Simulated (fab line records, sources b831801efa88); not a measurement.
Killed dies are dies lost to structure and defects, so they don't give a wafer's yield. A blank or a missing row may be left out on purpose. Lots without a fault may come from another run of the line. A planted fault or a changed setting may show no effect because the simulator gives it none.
fab line records | flow sky130
record lots=13 wafers=39 last_day=50
route steps=708 shown LDD_N@244 LDD_P@263 LDD_LDN@293 POLY_CUT@316 PAD_OPEN@708
lots that met no fault: from a run of the same line without faults
start_h: hours from the record's first day to the start of the lot's first wafer shown | wait_h: hours since the lot's step before | " the same as in the row above | L1.1+2: a row that stands for several wafers | - no value, or no start given | * or withheld: withheld | < > ~ a bound
route shown NAME@n: a module of which the file shows steps, and the number in the route of the first | usual: mean/standard deviation of fault-free wafers | same: alike in all rows | chamber/n: place in a boat | sites: the reading at each site | _std_site: their standard deviation | _edge_site: outer sites' mean less inner sites' | radius_mm: how far each site lies from the wafer's centre | mask NAME#n: copy n | behind: the tool/chamber that last shaped the wafer | hold: why the lot was held/for how many hours/how that ended | device: the transistor (n, p or np) that didn't switch | end of line: the same wafers' tests at the end of the route | a step without rows: its recipe alone | killed: dies lost to structure and defects at the first sort, not the wafer's yield | map: a wafer's dies, x killed, . not, _ none there
set.NAME: the setting as run; set.NAME@STEP: as run at that earlier step | model.NAME: the simulator's own value behind a step, which no gauge read
steps of the route over a sample of lots; a table a step, a row a wafer
services: from which hour (start_h, from the record's first day; less than 0 if before it) a tool's chamber was out of use, for how many hours, and why
## steps
# step SKY_LDD_N_OVL_MEAS_07
# usual LDD_N_OVL=-1.4/1.3
# columns lot.wafer tool chamber start_h wait_h LDD_N_OVL[nm]
L633.3 overlay-01 - 404.12 0.1 -0.7
L633.5 " - " " 1.1
L633.6 " - " " -1.1
L634.3 overlay-01 - 411.67 0.1 -1.0
L634.4 " - " " -3.1
L634.6 " - " " -2.5
L636.1 overlay-01 - 465.22 0.1 -1.3
L636.4 " - " " -2.6
L636.6 " - " " -1.4
L639.3 overlay-02 - 469.22 0.1 -0.4
L639.4 " - " " -1.6
L639.6 " - " " -0.9
L638.2 overlay-01 - 470.52 0.1 -2.3
L638.3 " - " " -3.6
L638.4 " - " " -2.5
L640.2 overlay-01 - 474.46 0.1 -1.4
L640.4 " - " " -2.3
L640.5 " - " " -2.4
L642.4 overlay-02 - 516.13 0.1 -2.1
L642.5 " - " " -0.7
L642.6 " - " " -3.7
L643.1 overlay-02 - 517.01 0.1 0.8
L643.2 " - " " 1.0
L643.6 " - " " 0.3
L646.2 overlay-02 - 526.06 0.1 -0.2
L646.3 " - " " -1.5
L646.5 " - " " 0.8
L650.1 overlay-02 - 553.76 0.1 -3.0
L650.4 " - " " -1.2
L650.6 " - " " -2.8
L652.3 overlay-01 - 567.57 0.1 -0.1
L652.4 " - " " -1.9
L652.5 " - " " -0.8
L651.2 overlay-02 - 570.22 0.1 -1.9
L651.4 " - " " -1.9
L651.6 " - " " -2.7
L654.1 overlay-02 - 589.41 0.1 -2.2
L654.2 " - " " 0.0
L654.5 " - " " -2.4
# step SKY_LDD_P_OVL_MEAS_08
# usual LDD_P_OVL=0.0/1.5
# columns lot.wafer tool chamber start_h wait_h LDD_P_OVL[nm]
L633.3 overlay-02 - 435.31 0.1 1.5
L633.5 " - " " 0.0
L633.6 " - " " -0.3
L634.3 overlay-02 - 442.70 0.1 -0.6
L634.4 " - " " 1.4
L634.6 " - " " -0.8
L636.1 overlay-01 - 492.44 0.1 0.6
L636.4 " - " " -1.1
L636.6 " - " " -1.6
L639.3 overlay-01 - 497.11 0.1 -0.4
L639.4 " - " " -0.6
L639.6 " - " " -1.2
L638.2 overlay-01 - 497.94 0.1 -1.7
L638.3 " - " " 0.5
L638.4 " - " " -0.7
L640.2 overlay-02 - 506.09 0.1 1.3
L640.4 " - " " -0.4
L640.5 " - " " 1.8
L642.4 overlay-02 - 546.99 0.1 0.6
L642.5 " - " " -0.3
L642.6 " - " " 0.0
L643.1 overlay-02 - 548.08 0.1 4.4
L643.2 " - " " 1.0
L643.6 " - " " 1.7
L646.2 overlay-01 - 557.09 0.1 -2.3
L646.3 " - " " 0.5
L646.5 " - " " 0.0
L650.1 overlay-02 - 583.83 0.1 -1.6
L650.4 " - " " -3.2
L650.6 " - " " -0.6
L652.3 overlay-01 - 597.99 0.1 -0.7
L652.4 " - " " 0.3
L652.5 " - " " 2.3
L651.2 overlay-01 - 600.38 0.1 -0.7
L651.4 " - " " -0.2
L651.6 " - " " -1.0
L654.1 overlay-02 - 619.45 0.1 -0.3
L654.2 " - " " -1.6
L654.5 " - " " 1.0
# step SKY_LDD_LDN_EXPOSE_04
# recipe mask_id=LDNTM na=0.6 source_shape=conventional sigma_outer=0.6 polarization=unpolarized target_cd_nm=700 dose_mj=140
# usual focus_offset_nm=0.1/0.47
# same na=0.6
# columns lot.wafer tool chamber start_h wait_h mask focus_offset_nm
L633.3 iline_stepper-01 0 508.33 - LDNTM#0 0.0
L633.5 " 0 " " LDNTM#0 -0.3
L633.6 " 0 " " LDNTM#0 -0.1
L634.3 iline_stepper-01 0 515.55 - LDNTM#0 -0.4
L634.4 " 0 " " LDNTM#0 -0.1
L634.6 " 0 " " LDNTM#0 1.0
L636.1 iline_stepper-02 0 569.67 - LDNTM#0 -1.1
L636.4 " 0 " " LDNTM#0 -0.2
L636.6 " 0 " " LDNTM#0 -0.9
L639.3 iline_stepper-01 0 573.28 - LDNTM#0 -0.6
L639.4 " 0 " " LDNTM#0 0.0
L639.6 " 0 " " LDNTM#0 -0.2
L638.2 iline_stepper-01 0 574.63 - LDNTM#0 0.0
L638.3 " 0 " " LDNTM#0 0.0
L638.4 " 0 " " LDNTM#0 0.2
L640.2 iline_stepper-02 0 581.71 - LDNTM#0 -0.1
L640.4 " 0 " " LDNTM#0 0.3
L640.5 " 0 " " LDNTM#0 0.3
L642.4 iline_stepper-01 0 618.99 - LDNTM#0 -0.2
L642.5 " 0 " " LDNTM#0 -0.4
L642.6 " 0 " " LDNTM#0 -0.4
L643.1 iline_stepper-01 0 621.61 - LDNTM_R1#0 0.1
L643.2 " 0 " " LDNTM_R1#0 -0.1
L643.6 " 0 " " LDNTM_R1#0 -0.3
L646.2 iline_stepper-02 0 631.64 - LDNTM#0 0.0
L646.3 " 0 " " LDNTM#0 0.6
L646.5 " 0 " " LDNTM#0 0.1
L650.1 iline_stepper-02 0 657.96 - LDNTM#0 0.6
L650.4 " 0 " " LDNTM#0 -0.5
L650.6 " 0 " " LDNTM#0 0.7
L652.3 iline_stepper-02 0 670.45 - LDNTM#0 1.1
L652.4 " 0 " " LDNTM#0 0.8
L652.5 " 0 " " LDNTM#0 0.4
L651.2 iline_stepper-02 0 673.43 - LDNTM#0 -0.4
L651.4 " 0 " " LDNTM#0 -0.4
L651.6 " 0 " " LDNTM#0 0.1
L654.1 iline_stepper-02 0 692.66 - LDNTM#0 0.7
L654.2 " 0 " " LDNTM#0 0.2
L654.5 " 0 " " LDNTM#0 -0.2
# step SKY_POLY_CUT_OVL_MEAS_09
# usual POLY_CUT_OVL=7/6.8
# columns lot.wafer tool chamber start_h wait_h POLY_CUT_OVL[nm]
L633.3 overlay-01 - 554.90 0.1 8
L633.5 " - " " 6
L633.6 " - " " 17
L634.3 overlay-01 - 562.16 0.1 -4
L634.4 " - " " 1
L634.6 " - " " 17
L636.1 overlay-02 - 615.65 0.1 16
L636.4 " - " " 5
L636.6 " - " " 6
L639.3 overlay-02 - 617.95 0.1 4
L639.4 " - " " 10
L639.6 " - " " 13
L638.2 overlay-01 - 619.28 0.1 3
L638.3 " - " " 1
L638.4 " - " " 10
L640.2 overlay-02 - 628.03 0.1 2
L640.4 " - " " 1
L640.5 " - " " 9
L642.4 overlay-01 - 665.10 0.1 1
L642.5 " - " " 3
L642.6 " - " " -2
L643.1 overlay-02 - 668.88 0.1 6
L643.2 " - " " -1
L643.6 " - " " -2
L646.2 overlay-02 - 676.34 0.1 4
L646.3 " - " " 1
L646.5 " - " " -1
L650.1 overlay-01 - 703.03 0.1 5
L650.4 " - " " 1
L650.6 " - " " 4
L652.3 overlay-01 - 714.51 0.1 -7
L652.4 " - " " 9
L652.5 " - " " -1
L651.2 overlay-02 - 718.54 0.1 16
L651.4 " - " " 11
L651.6 " - " " 12
L654.1 overlay-02 - 736.18 0.1 -4
L654.2 " - " " 10
L654.5 " - " " -4
# step SKY_PAD_OPEN_PROBE_99
# usual killed_at_M0_to_M3=43/7.5 killed_at_M4_up=2.8/1.8 killed_at_contacts=24/5.3 killed_at_front_end=14/4.2 killed_at_other=0.3/0.54 killed_dies=84/9.4 killed_open=46/7.1 killed_short=38/6.6
# same gross_dies=492 killed_at_back_side=0
# columns lot.wafer tool chamber start_h wait_h killed_at_M0_to_M3 killed_at_M4_up killed_at_contacts killed_at_front_end killed_at_other killed_dies killed_open killed_short
L633.3 prober-02 - 1079.71 0.2 43 3 31 15 1 93 52 41
L633.5 prober-02 - 1079.81 0.2 37 5 25 13 2 82 50 32
L633.6 prober-02 - 1079.86 0.2 52 3 33 16 0 104 55 49
L634.3 prober-01 - 1082.36 0.2 41 0 22 14 2 79 51 26
L634.4 prober-01 - 1082.41 0.2 50 5 22 15 1 93 59 34
L634.6 prober-01 - 1082.51 0.2 48 1 25 19 0 93 54 39
L636.1 prober-01 - 1118.96 0.1 48 1 29 13 1 92 43 49
L636.4 prober-01 - 1119.11 0.2 53 1 22 17 0 93 54 39
L636.6 prober-01 - 1119.21 0.2 46 4 19 14 0 83 39 44
L639.3 prober-01 - 1122.06 0.2 53 2 23 12 0 90 58 32
L639.4 prober-01 - 1122.11 0.2 58 1 21 5 0 85 37 48
L639.6 prober-01 - 1122.21 0.2 42 0 22 17 1 82 46 36
L638.2 prober-02 - 1123.51 0.1 41 2 20 20 0 83 45 37
L638.3 prober-02 - 1123.56 0.2 41 6 35 17 0 99 65 34
L638.4 prober-02 - 1123.61 0.2 44 1 26 14 0 85 52 33
L640.2 prober-01 - 1126.39 0.1 45 2 30 16 0 93 52 40
L640.4 prober-01 - 1126.49 0.2 44 3 19 21 0 87 40 46
L640.5 prober-01 - 1126.54 0.2 39 1 33 10 2 85 45 39
L642.4 prober-01 - 1152.91 0.2 42 0 29 10 0 81 52 29
L642.5 prober-01 - 1152.96 0.2 50 2 12 21 0 85 42 43
L642.6 prober-01 - 1153.01 0.2 46 1 24 15 0 86 42 44
L643.1 prober-02 - 1154.13 0.4 36 1 26 9 1 73 45 27
L643.2 prober-02 - 1154.18 0.4 41 1 31 12 0 85 50 35
L643.6 prober-02 - 1154.38 0.5 42 2 19 14 0 77 51 26
L646.2 prober-02 - 1157.77 0.1 46 1 31 23 0 101 53 48
L646.3 prober-02 - 1157.82 0.2 58 6 21 20 1 106 58 48
L646.5 prober-02 - 1157.92 0.2 54 8 28 13 1 104 47 56
L650.1 prober-01 - 1172.30 0.1 32 2 22 17 0 73 40 32
L650.4 prober-01 - 1172.45 0.2 34 2 17 11 0 64 34 29
L650.6 prober-01 - 1172.55 0.2 48 1 24 16 1 90 43 47
L652.3 prober-02 - 1181.03 0.2 28 2 36 15 0 81 44 37
L652.4 prober-02 - 1181.08 0.2 41 2 27 13 0 83 49 34
L652.5 prober-02 - 1181.13 0.2 50 5 28 14 0 97 49 45
L651.2 prober-01 - 1182.48 0.1 47 2 19 10 0 78 37 41
L651.4 prober-01 - 1182.58 0.2 43 3 22 17 1 86 46 39
L651.6 prober-01 - 1182.68 0.2 35 4 18 22 0 79 40 39
L654.1 prober-01 - 1192.31 0.1 47 4 26 17 1 95 57 38
L654.2 prober-01 - 1192.36 0.1 54 5 21 10 0 90 52 38
L654.5 prober-01 - 1192.51 0.2 50 4 27 12 0 93 51 42
# killed by level:class
L633.3 CONTACT:geometric_particle:open=9 METAL2:geometric_particle:short=9 VIA1:geometric_particle:open=9 LI_CONTACT:geometric_particle:open=8 FIELD_ISO:geometric_particle:short=6 LOCAL_INTERCONNECT:geometric_particle:short=6 VIA3:geometric_particle:open=6 CONTACT:geometric_particle:short=5
L633.5 CONTACT:geometric_particle:open=9 LI_CONTACT:geometric_particle:open=8 METAL1:geometric_particle:short=8 VIA3:geometric_particle:open=7 VIA1:geometric_particle:open=7 FIELD_ISO:geometric_particle:open=5 POLY_GATE:geometric_particle:open=4 CONTACT:geometric_particle:short=4
L633.6 VIA1:geometric_particle:open=10 VIA2:geometric_particle:open=10 LI_CONTACT:geometric_particle:open=9 CONTACT:geometric_particle:open=8 LOCAL_INTERCONNECT:geometric_particle:short=7 METAL1:geometric_particle:short=7 POLY_GATE:geometric_particle:open=6 LI_CONTACT:geometric_particle:short=6
L634.3 VIA1:geometric_particle:open=17 CONTACT:geometric_particle:open=11 POLY_GATE:geometric_particle:open=6 VIA1:geometric_particle:short=5 LI_CONTACT:geometric_particle:open=5 VIA2:geometric_particle:open=5 FIELD_ISO:geometric_particle:open=4 LOCAL_INTERCONNECT:geometric_particle:short=3
L634.4 VIA1:geometric_particle:open=14 VIA3:geometric_particle:open=11 CONTACT:geometric_particle:open=10 VIA2:geometric_particle:open=8 LI_CONTACT:geometric_particle:open=6 VIA2:geometric_particle:short=5 METAL4:geometric_particle:short=5 POLY_GATE:geometric_particle:short=4
L634.6 VIA1:geometric_particle:open=13 LI_CONTACT:geometric_particle:open=10 VIA1:geometric_particle:short=8 VIA3:geometric_particle:open=7 CONTACT:geometric_particle:open=7 METAL1:geometric_particle:short=7 VIA2:geometric_particle:open=5 FIELD_ISO:geometric_particle:open=4
L636.1 CONTACT:geometric_particle:open=10 VIA1:geometric_particle:short=9 CONTACT:geometric_particle:short=7 VIA1:geometric_particle:open=7 LI_CONTACT:geometric_particle:open=6 POLY_GATE:geometric_particle:short=5 VIA2:geometric_particle:open=5 METAL1:geometric_particle:short=5
L636.4 VIA1:geometric_particle:open=16 VIA3:geometric_particle:open=11 METAL3:geometric_particle:short=6 POLY_GATE:geometric_particle:short=5 VIA2:geometric_particle:open=5 CONTACT:geometric_particle:open=5 POLY_GATE:geometric_particle:open=4 LI_CONTACT:geometric_particle:open=4
L636.6 VIA2:geometric_particle:open=8 METAL2:geometric_particle:short=8 VIA3:geometric_particle:open=8 LOCAL_INTERCONNECT:geometric_particle:short=6 POLY_GATE:geometric_particle:open=5 METAL1:geometric_particle:short=5 VIA1:geometric_particle:open=5 POLY_GATE:geometric_particle:short=4
L639.3 VIA1:geometric_particle:open=16 LI_CONTACT:geometric_particle:open=8 VIA2:geometric_particle:open=8 POLY_GATE:geometric_particle:open=6 CONTACT:geometric_particle:open=6 CONTACT:geometric_particle:short=5 METAL2:geometric_particle:short=5 METAL3:geometric_particle:short=5
L639.4 METAL1:geometric_particle:short=18 VIA1:geometric_particle:open=15 LI_CONTACT:geometric_particle:short=5 CONTACT:geometric_particle:open=5 VIA3:geometric_particle:open=5 LI_CONTACT:geometric_particle:open=4 CONTACT:geometric_particle:short=4 VIA1:geometric_particle:short=4
L639.6 VIA1:geometric_particle:open=15 CONTACT:geometric_particle:open=9 METAL1:geometric_particle:short=9 LI_CONTACT:geometric_particle:open=7 POLY_GATE:geometric_particle:open=4 FIELD_ISO:geometric_particle:short=4 POLY_GATE:geometric_particle:short=4 FIELD_ISO:geometric_particle:open=3
L638.2 VIA1:geometric_particle:open=12 CONTACT:geometric_particle:open=9 FIELD_ISO:geometric_particle:short=6 VIA1:geometric_particle:short=6 VIA2:geometric_particle:open=5 VIA3:geometric_particle:open=5 POLY_GATE:geometric_particle:short=4 LOCAL_INTERCONNECT:geometric_particle:short=4
L638.3 VIA1:geometric_particle:open=17 CONTACT:geometric_particle:open=17 FIELD_ISO:geometric_particle:open=7 VIA3:geometric_particle:open=7 LI_CONTACT:geometric_particle:open=6 LI_CONTACT:geometric_particle:short=5 VIA2:geometric_particle:open=4 POLY_GATE:geometric_particle:short=4
L638.4 CONTACT:geometric_particle:open=13 VIA1:geometric_particle:open=10 METAL2:geometric_particle:short=7 VIA2:geometric_particle:open=6 LI_CONTACT:geometric_particle:open=5 VIA3:geometric_particle:open=4 POLY_GATE:geometric_particle:short=4 LOCAL_INTERCONNECT:geometric_particle:short=4
L640.2 CONTACT:geometric_particle:open=13 VIA1:geometric_particle:open=13 LI_CONTACT:geometric_particle:open=8 VIA1:geometric_particle:short=6 METAL1:geometric_particle:short=5 VIA2:geometric_particle:short=5 POLY_GATE:geometric_particle:open=4 POLY_GATE:geometric_particle:short=4
L640.4 VIA1:geometric_particle:open=10 CONTACT:geometric_particle:open=7 VIA2:geometric_particle:open=7 METAL1:geometric_particle:short=6 FIELD_ISO:geometric_particle:open=5 VIA1:geometric_particle:short=5 VIA2:geometric_particle:short=5 FIELD_ISO:geometric_particle:short=4
L640.5 LI_CONTACT:geometric_particle:open=11 CONTACT:geometric_particle:open=10 METAL1:geometric_particle:short=10 VIA1:geometric_particle:open=9 LOCAL_INTERCONNECT:geometric_particle:short=6 VIA2:geometric_particle:open=6 METAL2:geometric_particle:short=5 CONTACT:geometric_particle:short=4
L642.4 CONTACT:geometric_particle:open=14 LI_CONTACT:geometric_particle:open=9 VIA2:geometric_particle:open=8 VIA1:geometric_particle:open=8 METAL1:geometric_particle:short=6 POLY_GATE:geometric_particle:short=5 VIA1:geometric_particle:short=5 POLY_GATE:geometric_particle:open=4
L642.5 VIA1:geometric_particle:open=13 VIA3:geometric_particle:open=8 CONTACT:geometric_particle:short=7 VIA2:geometric_particle:open=7 POLY_GATE:geometric_particle:short=6 VIA3:geometric_particle:short=6 FIELD_ISO:geometric_particle:short=5 FIELD_ISO:geometric_particle:open=4
L642.6 VIA1:geometric_particle:open=13 VIA1:geometric_particle:short=10 LI_CONTACT:geometric_particle:open=7 CONTACT:geometric_particle:open=7 POLY_GATE:geometric_particle:short=6 FIELD_ISO:geometric_particle:short=5 METAL1:geometric_particle:short=5 CONTACT:geometric_particle:short=4
L643.1 VIA3:geometric_particle:open=9 CONTACT:geometric_particle:open=9 VIA2:geometric_particle:open=8 CONTACT:geometric_particle:short=7 VIA1:geometric_particle:open=6 LI_CONTACT:geometric_particle:open=5 LI_CONTACT:geometric_particle:short=3 METAL1:geometric_particle:short=3
L643.2 CONTACT:geometric_particle:open=11 VIA2:geometric_particle:open=9 LI_CONTACT:geometric_particle:open=7 METAL2:geometric_particle:short=6 LI_CONTACT:geometric_particle:short=5 LOCAL_INTERCONNECT:geometric_particle:short=5 METAL1:geometric_particle:short=5 VIA1:geometric_particle:open=5
L643.6 VIA1:geometric_particle:open=9 CONTACT:geometric_particle:open=7 VIA2:geometric_particle:open=7 LI_CONTACT:geometric_particle:open=5 VIA3:geometric_particle:open=5 METAL2:geometric_particle:short=5 METAL2:geometric_particle:open=4 FIELD_ISO:geometric_particle:open=3
L646.2 VIA2:geometric_particle:open=10 LI_CONTACT:geometric_particle:open=8 LOCAL_INTERCONNECT:geometric_particle:short=7 VIA3:geometric_particle:open=7 METAL1:geometric_particle:short=7 FIELD_ISO:geometric_particle:open=6 CONTACT:geometric_particle:open=6 LI_CONTACT:geometric_particle:short=6
L646.3 VIA2:geometric_particle:open=13 VIA1:geometric_particle:open=9 METAL2:geometric_particle:short=9 POLY_GATE:geometric_particle:short=8 POLY_GATE:geometric_particle:open=7 CONTACT:geometric_particle:open=7 VIA3:geometric_particle:open=6 LOCAL_INTERCONNECT:geometric_particle:short=6
L646.5 VIA1:geometric_particle:open=11 CONTACT:geometric_particle:open=9 VIA3:geometric_particle:open=8 METAL1:geometric_particle:short=7 VIA1:geometric_particle:short=7 LI_CONTACT:geometric_particle:open=6 METAL4:geometric_particle:short=6 LOCAL_INTERCONNECT:geometric_particle:short=5
L650.1 CONTACT:geometric_particle:open=10 METAL1:geometric_particle:short=6 LI_CONTACT:geometric_particle:open=5 CONTACT:geometric_particle:short=5 VIA2:geometric_particle:open=5 VIA1:geometric_particle:open=4 POLY_GATE:geometric_particle:short=4 VIA3:geometric_particle:open=4
L650.4 CONTACT:geometric_particle:open=8 METAL1:geometric_particle:short=7 VIA3:geometric_particle:open=6 VIA1:geometric_particle:open=5 LI_CONTACT:geometric_particle:open=4 FIELD_ISO:geometric_particle:open=3 VIA1:geometric_particle:short=3 VIA2:geometric_particle:open=3
L650.6 CONTACT:geometric_particle:open=9 VIA1:geometric_particle:open=8 METAL1:geometric_particle:short=8 VIA2:geometric_particle:open=7 VIA3:geometric_particle:short=7 POLY_GATE:geometric_particle:short=6 LI_CONTACT:geometric_particle:open=6 CONTACT:geometric_particle:short=5
L652.3 CONTACT:geometric_particle:open=11 LI_CONTACT:geometric_particle:open=9 LI_CONTACT:geometric_particle:short=8 FIELD_ISO:geometric_particle:short=6 VIA1:geometric_particle:open=6 VIA3:geometric_particle:open=6 FIELD_ISO:geometric_particle:open=4 METAL1:geometric_particle:short=4
L652.4 VIA3:geometric_particle:open=11 METAL2:geometric_particle:short=9 LI_CONTACT:geometric_particle:open=9 CONTACT:geometric_particle:open=9 FIELD_ISO:geometric_particle:open=7 VIA2:geometric_particle:open=5 FIELD_ISO:geometric_particle:short=4 LOCAL_INTERCONNECT:geometric_particle:short=3
L652.5 LI_CONTACT:geometric_particle:open=12 VIA1:geometric_particle:open=12 VIA3:geometric_particle:open=9 METAL2:geometric_particle:short=8 FIELD_ISO:geometric_particle:short=7 VIA2:geometric_particle:open=5 METAL4:geometric_particle:short=5 FIELD_ISO:geometric_particle:open=4
L651.2 VIA1:geometric_particle:short=8 LI_CONTACT:geometric_particle:open=6 CONTACT:geometric_particle:open=6 VIA2:geometric_particle:open=6 CONTACT:geometric_particle:short=5 METAL1:geometric_particle:short=5 VIA1:geometric_particle:open=5 METAL2:geometric_particle:short=5
L651.4 VIA1:geometric_particle:open=12 CONTACT:geometric_particle:open=9 POLY_GATE:geometric_particle:open=7 VIA1:geometric_particle:short=6 CONTACT:geometric_particle:short=5 FIELD_ISO:geometric_particle:short=4 VIA2:geometric_particle:open=4 LI_CONTACT:geometric_particle:open=4
L651.6 VIA1:geometric_particle:open=12 LI_CONTACT:geometric_particle:open=7 FIELD_ISO:geometric_particle:short=6 CONTACT:geometric_particle:open=5 VIA1:geometric_particle:short=4 VIA3:geometric_particle:open=4 METAL1:geometric_particle:short=3 SPACER:geometric_particle:short=3
L654.1 VIA1:geometric_particle:open=17 CONTACT:geometric_particle:open=10 CONTACT:geometric_particle:short=7 VIA2:geometric_particle:open=7 FIELD_ISO:geometric_particle:open=6 VIA3:geometric_particle:open=6 LOCAL_INTERCONNECT:geometric_particle:short=4 METAL2:geometric_particle:short=4
L654.2 VIA1:geometric_particle:open=16 LI_CONTACT:geometric_particle:open=7 METAL2:geometric_particle:short=6 VIA3:geometric_particle:open=6 METAL1:geometric_particle:short=5 VIA1:geometric_particle:short=5 VIA2:geometric_particle:open=5 FIELD_ISO:geometric_particle:open=4
L654.5 VIA1:geometric_particle:open=15 LI_CONTACT:geometric_particle:open=9 CONTACT:geometric_particle:open=7 LOCAL_INTERCONNECT:geometric_particle:short=5 METAL2:geometric_particle:short=5 VIA3:geometric_particle:short=5 VIA3:geometric_particle:open=5 FIELD_ISO:geometric_particle:short=4
## services
# columns tool chamber start_h hours kind
iline_stepper-01 - 495.95 1.7 pm
iline_stepper-02 - 594.09 4.2 repair
iline_stepper-01 - 609.19 0.6 repair
iline_stepper-02 0 615.17 - calibration
iline_stepper-02 - 622.42 1.7 pm
iline_stepper-01 - 629.34 3.7 repair
iline_stepper-01 0 692.12 - calibration
## key
first_sign step=SKY_LDD_LDN_EXPOSE_04 reading=mask direction=changed
effect none on later readings
met_at SKY_LDD_LDN_EXPOSE_04
struck_lots L643
tester_left_out L643
not_acting_at SKY_LDD_N_OVL_MEAS_07,SKY_LDD_P_OVL_MEAS_08,SKY_POLY_CUT_OVL_MEAS_09
onset_between 618.99 621.61
fault kind=wrong_mask tool=any chamber=- onset_h=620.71 steps=SKY_LDD_LDN_EXPOSE_04 aux_copy=LDNTM_R1#0 cd_offset_nm=49 scope=struck_lots_only
# tester_left_out: of these lots the tester's yield and bins aren't shown, on N5 and GAA mostly nor the transistor test; their killed dies are dies lost to structure and defects alone, not to doping, threshold or leakage, so they don't give the yield
